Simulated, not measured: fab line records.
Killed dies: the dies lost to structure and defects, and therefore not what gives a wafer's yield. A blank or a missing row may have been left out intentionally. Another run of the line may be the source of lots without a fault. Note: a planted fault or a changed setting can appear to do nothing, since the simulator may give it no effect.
fab line records	flow sky130
record: lots: 12	wafers: 36	last-day: 51
route steps=708 shown SONOS_ONO@183 LDD_N@251 LDD_HVP@287 LDD_LDN@296
lots untouched by any fault: they come from a run of this same line in which no faults occurred
start-h: the number of hours between the record's first day and the start of the first shown wafer of the lot	wait-h: hours elapsed since this lot's preceding step	" as in the row above	L1.1+2: a row that stands for several wafers	- value missing, or start not given	* or withheld: withheld	< > ~ a bound
route shown NAME@n: names a module that has steps shown in the file, with the first one's number in the route	usual: mean and standard deviation over wafers with no fault	same: alike in all rows	chamber/n: place in a boat	sites: each site's reading	_std_site: standard deviation across them	_edge_site: the outer-site mean with the inner-site mean subtracted	radius-mm: for every site, how far away it sits from the centre of the wafer	mask NAME#n: copy n	behind: tool/chamber where the wafer was last shaped	hold: what put the lot on hold/how long, in hours/how the hold closed	device: whichever transistor did not switch (one of n, p or np)	end of line: the same wafers' tests at the end of the route	step lacking rows: just its recipe	killed: the dies lost at the first sort to structure and to defects; this is not the yield of the wafer	map: a wafer's dies, x killed, . not, _ none there
set.NAME: the run value of the setting; set.NAME@STEP: its run value at that earlier step	model.NAME: the simulator's own value behind a step, which no gauge read
steps of the route over a sample of lots; a table a step, a row a wafer
services: a tool's chamber out of use, with start hour (start-h, from the record's first day; less than 0 if before it), hours out, and reason
== steps ==
step: SKY_SONOS_ONO_ETCH_15
recipe: target-depth-nm: 19.52	chemistry: CHF3/O2	source-w: 600	bias-w: 200	pressure-mtorr: 40	chf3-flow-sccm: 50	O2_flow_sccm: 5	time-s: 7.8
usual: drypump-motor-current-A: 5.7/0.43	oes-product-au: 1.003/0.0077	throttle-valve-pct: 8.825/0.0091
lot.wafer	tool	chamber	start-h	wait-h	drypump-motor-current-A	oes-product-au	rf-hours-counter-h	throttle-valve-pct
L601.2	rie-diel-04	2	289.35	0.0	4.9	1.009	4	8.842
L601.4	"	3	"	"	6.2	1.000	71	8.824
L601.5	"	3	"	"	6.3	0.997	-	8.807
L604.1	rie-diel-04	0	311.90	0.0	6.2	1.004	117	8.821
L604.2	"	2	"	"	4.9	0.999	4	8.822
L604.6	"	2	"	"	4.9	1.011	-	8.826
L606.4	rie-diel-04	1	329.02	0.0	5.9	1.009	8	8.818
L606.5	"	1	"	"	5.9	1.003	-	8.826
L606.6	"	0	"	"	6.2	1.008	-	8.826
L607.3	rie-diel-03	1	335.27	0.0	5.8	1.007	14	8.837
L607.5	"	1	"	"	5.8	1.004	-	8.811
L607.6	"	2	"	"	6.1	1.000	-	8.814
L608.3	rie-diel-02	3	345.92	0.0	5.9	0.990	43	8.844
L608.4	"	0	"	"	5.5	1.005	10	8.836
L608.6	"	0	"	"	5.6	1.001	-	8.828
L612.1	rie-diel-04	1	377.02	0.0	5.9	1.007	9	8.820
L612.2	"	3	"	"	6.3	1.006	73	8.825
L612.3	"	2	"	"	4.9	1.014	6	8.826
L613.2	rie-diel-04	2	384.32	0.0	4.9	1.011	6	8.813
L613.4	"	1	"	"	5.9	0.996	-	8.833
L613.6	"	2	"	"	4.9	1.026	-	8.828
L614.1	rie-diel-02	2	396.07	0.0	5.7	0.989	95	8.827
L614.2	"	3	"	"	5.9	0.996	43	8.823
L614.5	"	2	"	"	5.7	0.997	-	8.827
L618.1	rie-diel-03	1	427.92	0.0	5.8	1.012	15	8.818
L618.2	"	3	"	"	5.4	1.013	4	8.807
L618.5	"	0	"	"	5.2	1.012	-	8.830
L621.1	rie-diel-04	0	454.62	0.0	6.2	1.008	1	8.824
L621.2	"	2	"	"	4.9	1.015	7	8.822
L621.3	"	1	"	"	5.9	1.003	10	8.803
L622.1	rie-diel-04	1	465.48	0.0	5.8	1.004	11	8.833
L622.4	"	2	"	"	4.9	1.013	-	8.821
L622.6	"	1	"	"	5.8	1.003	-	8.817
L623.3	rie-diel-02	3	468.52	0.0	5.9	0.985	45	8.830
L623.5	"	2	"	"	5.7	1.001	-	8.816
L623.6	"	3	"	"	5.9	0.997	-	8.812
step: SKY_LDD_N_IMPLANT_14
recipe: species: BF2	energy-kev: 50	dose-cm2: 5e+12	tilt-deg: 30	rotation-deg: 180
usual: dose-ions-cm2: 5e+12/5.6e+09	faraday-current-uA: 28.2/0.55	tilt-deg: 30.006/0.023
same: implant-ion-amu: 49
lot.wafer	tool	chamber	start-h	wait-h	dose-ions-cm2	faraday-current-uA	tilt-deg
L601.2	implanter-03	0	415.68	0.1	5.001e+12	28.7	30.011
L601.4	"	0	"	"	4.998e+12	28.2	30.011
L601.5	"	0	"	"	5.001e+12	27.9	30.020
L604.1	implanter-04	0	442.60	0.1	4.998e+12	27.5	30.025
L604.2	"	0	"	"	5.01e+12	28.1	30.050
L604.6	"	0	"	"	5.011e+12	29.0	30.034
L606.4	implanter-02	0	459.01	0.1	5.011e+12	27.8	29.986
L606.5	"	0	"	"	5.01e+12	28.8	29.983
L606.6	"	0	"	"	5.012e+12	27.9	29.976
L607.3	implanter-04	0	468.15	0.1	5.001e+12	28.4	30.014
L607.5	"	0	"	"	5.003e+12	27.5	30.005
L607.6	"	0	"	"	4.998e+12	29.1	29.979
L608.3	implanter-03	0	484.35	0.1	4.996e+12	29.0	30.008
L608.4	"	0	"	"	4.993e+12	27.9	29.985
L608.6	"	0	"	"	4.993e+12	27.2	30.007
L612.1	implanter-02	0	515.45	0.1	7.301e+12	41.8	29.986
L612.2	"	0	"	"	7.298e+12	41.5	29.988
L612.3	"	0	"	"	7.293e+12	40.3	29.958
L613.2	implanter-02	0	518.33	0.1	7.301e+12	41.9	30.021
L613.4	"	0	"	"	7.292e+12	42.3	30.019
L613.6	"	0	"	"	7.298e+12	40.8	30.060
L614.1	implanter-03	0	529.88	0.1	4.999e+12	28.2	30.015
L614.2	"	0	"	"	5.001e+12	28.6	30.016
L614.5	"	0	"	"	4.988e+12	27.2	30.004
L618.1	implanter-04	0	565.20	0.1	5.002e+12	28.0	30.013
L618.2	"	0	"	"	4.998e+12	27.3	30.038
L618.5	"	0	"	"	5e+12	27.7	30.018
L621.1	implanter-04	0	589.10	0.1	5.004e+12	27.7	29.996
L621.2	"	0	"	"	4.999e+12	28.1	29.985
L621.3	"	0	"	"	5.003e+12	28.8	30.007
L622.1	implanter-02	0	599.58	0.1	5.007e+12	29.2	30.001
L622.4	"	0	"	"	4.996e+12	28.3	30.015
L622.6	"	0	"	"	4.992e+12	28.3	30.036
L623.3	implanter-03	0	603.13	0.1	4.994e+12	27.6	29.991
L623.5	"	0	"	"	5.002e+12	29.2	30.008
L623.6	"	0	"	"	5.003e+12	28.1	29.995
step: SKY_LDD_HVP_STRIP_09
recipe: chemistry: O2/N2	power-w: 1400	pressure-mtorr: 1500	platen-temp-c: withheld	o2-flow-sccm: 3000	n2-flow-sccm: 300	overash-fraction: 0.5
usual: drypump-motor-current-A: 5.7/0.37	n2-flow-sccm: 299.9/0.88	oes-product-au: 0.408/0.0039	strip-time-to-endpoint-s: 4.139/0.016
lot.wafer	tool	chamber	start-h	wait-h	drypump-motor-current-A	n2-flow-sccm	oes-product-au	rf-hours-counter-h	strip-time-to-endpoint-s
L601.2	plasma-asher-03	1	509.25	0.1	5.2	298.4	0.407	38	4.140
L601.4	"	1	"	"	5.2	298.0	0.409	-	4.148
L601.5	"	0	"	"	5.3	299.1	0.409	-	4.130
L604.1	plasma-asher-03	0	536.54	0.1	5.3	301.4	0.408	41	4.142
L604.2	"	1	"	"	5.2	299.1	0.405	41	4.119
L604.6	"	0	"	"	5.3	301.2	0.409	-	4.122
L606.4	plasma-asher-03	0	552.29	0.1	5.3	299.5	0.409	-	4.138
L606.5	"	1	"	"	5.3	300.0	0.409	-	4.137
L606.6	"	0	"	"	5.3	299.2	0.408	-	4.145
L607.3	plasma-asher-02	0	561.34	0.1	5.6	299.0	0.416	-	4.140
L607.5	"	1	"	"	6.1	300.9	0.408	-	4.138
L607.6	"	0	"	"	5.7	300.3	0.408	-	4.134
L608.3	plasma-asher-04	0	577.02	0.1	5.6	299.6	0.410	-	4.141
L608.4	"	1	"	"	6.3	300.6	0.406	-	4.141
L608.6	"	1	"	"	6.3	301.1	0.414	-	4.161
L612.1	plasma-asher-04	0	608.65	0.1	5.6	299.2	0.405	89	4.149
L612.2	"	1	"	"	6.3	301.8	0.405	89	4.168
L612.3	"	0	"	"	5.6	299.5	0.405	-	4.144
L613.2	plasma-asher-02	0	610.08	0.1	5.7	301.4	0.406	81	4.159
L613.4	"	1	"	"	6.1	299.2	0.409	-	4.134
L613.6	"	1	"	"	6.1	299.2	0.406	-	4.129
L614.1	plasma-asher-03	0	622.13	0.1	5.3	301.3	0.408	47	4.139
L614.2	"	1	"	"	5.2	299.5	0.408	47	4.112
L614.5	"	0	"	"	5.3	299.2	0.413	-	4.142
L618.1	plasma-asher-02	0	656.64	0.1	5.6	299.4	0.408	86	4.145
L618.2	"	1	"	"	6.1	300.4	0.405	86	4.121
L618.5	"	1	"	"	6.1	300.0	0.410	-	4.148
L621.1	plasma-asher-04	0	678.78	0.1	5.6	300.3	0.407	96	4.138
L621.2	"	1	"	"	6.3	300.9	0.418	96	4.142
L621.3	"	1	"	"	6.3	301.3	0.410	-	4.155
L622.1	plasma-asher-02	1	689.65	0.1	6.1	298.9	0.407	89	4.121
L622.4	"	0	"	"	5.6	299.5	0.411	-	4.127
L622.6	"	0	"	"	5.6	300.8	0.410	-	4.111
L623.3	plasma-asher-03	0	692.41	0.1	5.3	299.4	0.405	-	4.154
L623.5	"	0	"	"	5.3	299.2	0.408	-	4.154
L623.6	"	1	"	"	5.2	300.6	0.404	-	4.130
step: SKY_LDD_LDN_OVL_MEAS_07
usual: LDD_LDN_OVL: 0.6/1.2
lot.wafer	tool	chamber	start-h	wait-h	LDD_LDN_OVL[nm]
L601.2	overlay-01	-	539.97	0.1	-0.1
L601.4	"	-	"	"	0.9
L601.5	"	-	"	"	2.0
L604.1	overlay-01	-	567.37	0.1	2.4
L604.2	"	-	"	"	0.9
L604.6	"	-	"	"	1.4
L606.4	overlay-01	-	581.78	0.1	0.4
L606.5	"	-	"	"	-0.1
L606.6	"	-	"	"	0.0
L607.3	overlay-02	-	591.66	0.1	0.3
L607.5	"	-	"	"	0.3
L607.6	"	-	"	"	0.8
L608.3	overlay-02	-	606.93	0.1	-0.2
L608.4	"	-	"	"	-1.4
L608.6	"	-	"	"	-0.7
L612.1	overlay-01	-	638.77	0.1	0.1
L612.2	"	-	"	"	-0.5
L612.3	"	-	"	"	0.5
L613.2	overlay-02	-	639.97	0.1	3.0
L613.4	"	-	"	"	0.7
L613.6	"	-	"	"	0.2
L614.1	overlay-02	-	651.72	0.1	2.7
L614.2	"	-	"	"	0.8
L614.5	"	-	"	"	0.7
L618.1	overlay-02	-	684.95	0.1	3.6
L618.2	"	-	"	"	2.1
L618.5	"	-	"	"	-0.1
L621.1	overlay-01	-	706.91	0.1	-1.1
L621.2	"	-	"	"	-1.2
L621.3	"	-	"	"	1.1
L622.1	overlay-02	-	717.65	0.1	0.3
L622.4	"	-	"	"	2.7
L622.6	"	-	"	"	1.3
L623.3	overlay-02	-	720.78	0.1	0.4
L623.5	"	-	"	"	-0.3
L623.6	"	-	"	"	1.7
== services ==
tool	chamber	start-h	hours	kind
plasma-asher-03	-	293.40	2.7	repair
implanter-04	-	297.40	5.4	pm
plasma-asher-02	-	304.74	2.6	repair
implanter-03	-	307.64	3.9	repair
plasma-asher-02	-	316.02	5.2	pm
implanter-02	-	328.89	3.5	pm
plasma-asher-02	-	333.80	3.8	repair
rie-diel-04	-	334.69	2.8	pm
implanter-03	-	339.84	1.6	repair
plasma-asher-03	-	340.07	2.8	repair
implanter-03	-	340.62	6.9	repair
implanter-04	-	355.78	48.2	repair
rie-diel-04	1	396.26	3.8	repair
rie-diel-04	3	438.51	34.4	repair
implanter-04	-	457.26	1.4	repair
rie-diel-04	-	551.15	1.1	repair
rie-diel-04	2	565.70	3.6	repair
plasma-asher-03	-	568.59	2.1	repair
rie-diel-04	1	568.77	4.8	repair
plasma-asher-03	-	577.21	2.8	pm
rie-diel-04	-	582.98	0.1	repair
rie-diel-04	2	585.37	18.7	repair
rie-diel-04	1	587.08	3.4	repair
plasma-asher-03	-	597.64	15.6	pm
== key ==
first-sign: step: SKY_LDD_N_IMPLANT_14	reading: dose-ions-cm2	direction: up	sigmas: 99+	usual: *	struck: *
effect: step: SKY_LDD_N_IMPLANT_14	reading: faraday-current-uA	direction: up	sigmas: 24	usual: 28.2	struck: 41.4
met-at SKY_LDD_N_IMPLANT_14
struck-lots L612,L613
tester-left-out L612,L613
not-acting-at SKY_SONOS_ONO_ETCH_15,SKY_LDD_HVP_STRIP_09,SKY_LDD_LDN_OVL_MEAS_07
onset-between 459.01 515.45
fault: kind: process-parameter-drift	tool: implanter-02	chamber: -	onset-h: 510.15	steps: SKY_LDD_N_IMPLANT_14	channel: dose-cm2	offset: *	shape: step	end-h: 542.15	acts-in: *	stated: *
tester-left-out: of these lots the tester's yield and bins aren't shown, on N5 and GAA mostly nor the transistor test; their killed dies are dies lost to structure and defects alone, not to doping, threshold or leakage, so they don't give the yield
